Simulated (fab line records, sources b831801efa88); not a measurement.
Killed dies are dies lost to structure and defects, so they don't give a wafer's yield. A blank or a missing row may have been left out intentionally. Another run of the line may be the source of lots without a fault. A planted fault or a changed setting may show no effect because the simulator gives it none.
A struck lot beside a sound one	flow sky130	15 out of 708 route steps
Sound: wafers L769.3, L769.5, L769.6. Struck: wafers L775.2, L775.3, L775.6. The cause is given at the end.
At each step with rows: each side's tool, then ch and its chambers, then its first start. Under that, the readings that differ: sound wafers	struck wafers	difference of the means	sigmas: that difference in standard deviations of wafers without a fault.
alike: same words and numbers on both sides, and readings whose means sit less than 2 such deviations apart. not compared: any withheld reading, any reading some wafer has no value for, any bound like >300 that may hide the same value, and any number with overlapping values for which the record gives no deviation.
The two part at a step that has a row with sigmas, a row that says differs or no value, or rows on one side only. Numbers that have no deviation but don't overlap get no sigmas and don't part them. A reading that every wafer of one side lacks parts them only if that side has two wafers or more.

first, 6 steps without rows for these wafers: SKY_GATE_OXIDE_HMDS_04 (prime time 60 s); SKY_GATE_OXIDE_COAT_05 (resist thk 1140 nm); SKY_GATE_OXIDE_SOFTBAKE_06 (time 60 s); SKY_GATE_OXIDE_EXPOSE_07 (exposes mask LVOM, target cd 600 nm); SKY_GATE_OXIDE_PEB_08; SKY_GATE_OXIDE_DEVELOP_09 (develop time 60 s).
SKY_GATE_OXIDE_OVL_MEAS_10:
  sound on overlay-02 at day 14 12:43; struck on overlay-02 at day 16 20:18
  alike: GATE_OXIDE_OVL
then, 2 steps without rows for these wafers: SKY_GATE_OXIDE_IMPLANT_11; SKY_GATE_OXIDE_WET_ETCH_12 (etches SiO2 in dHF, target depth 16.8 nm, time 336 s).
SKY_GATE_OXIDE_STRIP_13: strips in O2/N2.
  sound on plasma-asher-03 ch 0,1, day 14 13:02; struck on plasma-asher-04 ch 0,1, day 16 20:35
reading	sound	struck	difference	sigmas
strip-time-to-endpoint-s (s)	14.20 14.15 14.15	14.30 14.23 14.25	+0.09	+2
  alike: drypump-motor-current-A, oes-product-au
  not compared: rf-hours-counter-h
SKY_GATE_OXIDE_TW_MEAS_14:
  sound on film-metro-02 at day 14 13:07; struck on film-metro-01 at day 16 20:42
reading	sound	struck	difference	sigmas
GATE_OXIDE_TW	225.9 225.9 225.6	222.3 222.7 222.9	-3.2	-2
then, 1 step without rows for these wafers: SKY_GATE_OXIDE_CLEAN_15 (cleans in SC1/SC2, time 150 s).
SKY_GATE_OXIDE_OXIDATION_16: stabilise 600 s, purge 300 s, target thk 3.57 nm.
  sound on furnace-01 ch 0, day 14 13:30; struck on furnace-01 ch 0, day 16 20:49
reading	sound	struck	difference	sigmas
spike-tc-bottom-C (C)	820.3 819.2 820.4	813.4 812.7 812.3	-7.2	-8
spike-tc-centre-C (C)	801.0 801.3 798.1	794.0 794.3 795.2	-5.6	-6
spike-tc-lower-C (C)	802.3 804.1 802.6	846.4 847.2 846.4	+43.7	+23
zone-power-bottom-pct (%)	21.5 21.4 21.7	16.1 16.4 16.7	-5.1	-11
zone-power-centre-pct (%)	14.31 14.34 14.02	8.29 8.23 8.29	-5.95	-43
zone-power-lower-pct (%)	14.4 14.2 14.4	27.4 27.5 27.7	+13.2	+38
model.SiO2_of_GATE_OXIDE_OXIDATION_01.thk-nm (nm)	11.63 11.36 11.6	12.11 12.09 12.01	+0.54	
  alike: spike-tc-upper-C, tube_center_temp_C_max
then, 1 step without rows for these wafers: SKY_POLY_GATE_CVD_00 (deposits poly-Si, target thk 180 nm, time 720 s).
-- the record jumps here: 31 days lie between the struck wafers' starts before and after (it left off in module POLY_GATE and takes up again in module PAD_OPEN, whose first step shown is number 708 of the route) --
SKY_PAD_OPEN_PROBE_99:
  sound on prober-01 at day 46 02:22; struck on prober-02 at day 47 21:24
reading	sound	struck	difference	sigmas
model.etest.nfet_16v.r-on-ohm-um	1.38e+04 1.372e+04 1.388e+04	1.443e+04 1.456e+04 1.438e+04	+6.567e+02	
model.etest.pfet_01v8.r-on-ohm-um	2825 2917 2866	3059 3106 3068	+208	
model.etest.tip-sonos.rs-ohm-sq	2608 2548 2633	2767 2798 2733	+170	
model.etest.nfet_01v8.r-on-ohm-um	794.2 808.3 808.1	938.3 958.8 944.3	+143.6	
model.etest.nfet_01v8_lvt.drive-ua-um	598.2 589.2 589.9	495.4 477.7 495.9	-102.8	
model.etest.nfet_01v8_swapped.drive-ua-um	524.4 520.8 523.3	429.6 409.1 423.2	-102.2	
model.etest.nfet_01v8_turned.drive-ua-um	525.1 521.4 526.4	423 414.5 422	-104	
  alike: killed_at_M0_to_M3, killed_at_M4_up, killed-at-contacts, killed-at-front-end, killed-at-other, killed-dies, killed-open, killed-short
  not compared: model.etest.pfet-g5v0d10v5.r-on-ohm-um

## WHERE THEY PART
First at SKY_GATE_OXIDE_STRIP_13; last, within this record, at SKY_GATE_OXIDE_OXIDATION_16. Later steps at which nothing parts them and some readings are alike: SKY_PAD_OPEN_PROBE_99.

WHY: whatever the simulator had introduced
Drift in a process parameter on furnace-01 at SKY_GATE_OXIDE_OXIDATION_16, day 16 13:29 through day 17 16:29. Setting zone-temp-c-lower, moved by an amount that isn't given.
